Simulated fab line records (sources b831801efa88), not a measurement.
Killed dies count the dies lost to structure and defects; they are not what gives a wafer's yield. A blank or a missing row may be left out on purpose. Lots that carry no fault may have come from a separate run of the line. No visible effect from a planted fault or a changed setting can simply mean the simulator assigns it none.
Split-lot study -- flow sky130 -- route with 708 steps; 5 lots, 23 wafers read

== THE SPLIT ==
At SKY_VIA1_HDPCVD_00 (deposits SiO2, target thk 1030 nm, time 171.7 s), the setting sih4FlowSccm was moved away from the recipe's 60 sccm on 6 of the 23 wafers read, by +5.6% to +11.6%. This setting was run at the recipe's value on the other wafers.

Between the split and the reading, the file records no step.

== THE READING ==
Values of VIA1_HDPCVD_THK in nm from SKY_VIA1_THK_MEAS_01. A value of 1035 nm with a standard deviation of 12 nm is what fault-free wafers of this fab line usually give.

wafer,"tool, chamber at the split","sih4FlowSccm as run, sccm",against the recipe,"VIA1_HDPCVD_THK, nm",against lot-mates on the recipe
L074.1,"hdpcvd-02, 2",63.37,+5.6%,1095,+62
L074.2,"hdpcvd-02, 1,0,2",60,recipe,1045,-
L074.4,"hdpcvd-02, 1,0,2",60,recipe,1015,-
L074.5,"hdpcvd-02, 1",63.37,+5.6%,1100,+67
L074.6,"hdpcvd-02, 1,0,2",60,recipe,1038,-
L078.1,"hdpcvd-02, 0,2,1,0,1",60,recipe,1028,-
L078.2,"hdpcvd-02, 0,2,1,0,1",60,recipe,1047,-
L078.3,"hdpcvd-02, 0,2,1,0,1",60,recipe,1035,-
L078.5,"hdpcvd-02, 0,2,1,0,1",60,recipe,1026,-
L078.6,"hdpcvd-02, 0,2,1,0,1",60,recipe,1031,-
L080.1,"hdpcvd-02, 2",60,recipe,1032,-
L080.3,"hdpcvd-02, 1",60,recipe,1038,-
L080.6,"hdpcvd-02, 2",60,recipe,1028,-
L082.1,"hdpcvd-02, 0,1",60,recipe,1030,-
L082.3,"hdpcvd-02, 2",64.57,+7.6%,1105,+79
L082.4,"hdpcvd-02, 0",64.57,+7.6%,1109,+83
L082.5,"hdpcvd-02, 0,1",60,recipe,1027,-
L082.6,"hdpcvd-02, 2",60,recipe,1022,-
L085.1,"hdpcvd-02, 1,2",60,recipe,1013,-
L085.2,"hdpcvd-02, 1,2",60,recipe,1014,-
L085.4,"hdpcvd-02, 0",66.96,+11.6%,1139,+123
L085.5,"hdpcvd-02, 2",66.96,+11.6%,1138,+122
L085.6,"hdpcvd-02, 1",60,recipe,1021,-
When a row names more than one chamber, that row covers several wafers, and the file does not tell which wafer ran in which chamber.

FIT RESULTS
A straight line over all 23 wafers: VIA1_HDPCVD_THK changes by +9.97 nm for each +1% of sih4FlowSccm; r = +0.97; the points scatter about the line by 9.8 nm.
The same after taking each lot's own level away (the mean of its wafers on the recipe; 23 wafers): +10.7 nm for each +1%; r = +0.99; scatter 6.8 nm.
That fit puts the effect of the largest move of sih4FlowSccm on the reading at 1.2e+02 nm.
Measured against the standard deviation above, the lots' own levels, which go from 1016.0 to 1033.4 nm, span 1.5 times it.
Hence the lot-to-lot level has little effect on the slope; both slopes agree.
Check: for one of the wafers moved furthest among these (+11.6%), held out of the fit, the line's prediction against its lot-mates is +125 nm. It came out at +123 nm against them.

== THESE WAFERS: OTHER SPLITS ==
Other splits were also applied to these wafers ahead of the reading. Each is held against what the fit with the lots' levels taken away leaves over:
other split on the same wafers,wafers away from the commonest value,r with VIA1_HDPCVD_THK (lot level and that fit taken away)
SKY_METAL1_SPUTTER_00 powerW,11,-0.08

== THE WHOLE CHAIN: every reading that the file lists as answering this split, in the file's order ==
step,what it does,reading,change (the file's fit),r (the file's)
SKY_VIA1_HDPCVD_00,"deposits SiO2, target thk 1030 nm, time 171.7 s","SiO2_of_VIA1_HDPCVD_00.thkNm (the simulator's own value, which no gauge read)",+10.7 nm for each +1% of the setting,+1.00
SKY_VIA1_THK_MEAS_01,,VIA1_HDPCVD_THK,+10.7 for each +1% of the setting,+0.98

== FILE'S OWN FIT ==
VIA1_HDPCVD_THK changes by +10.7 nm for each +1% of sih4FlowSccm, r = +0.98.
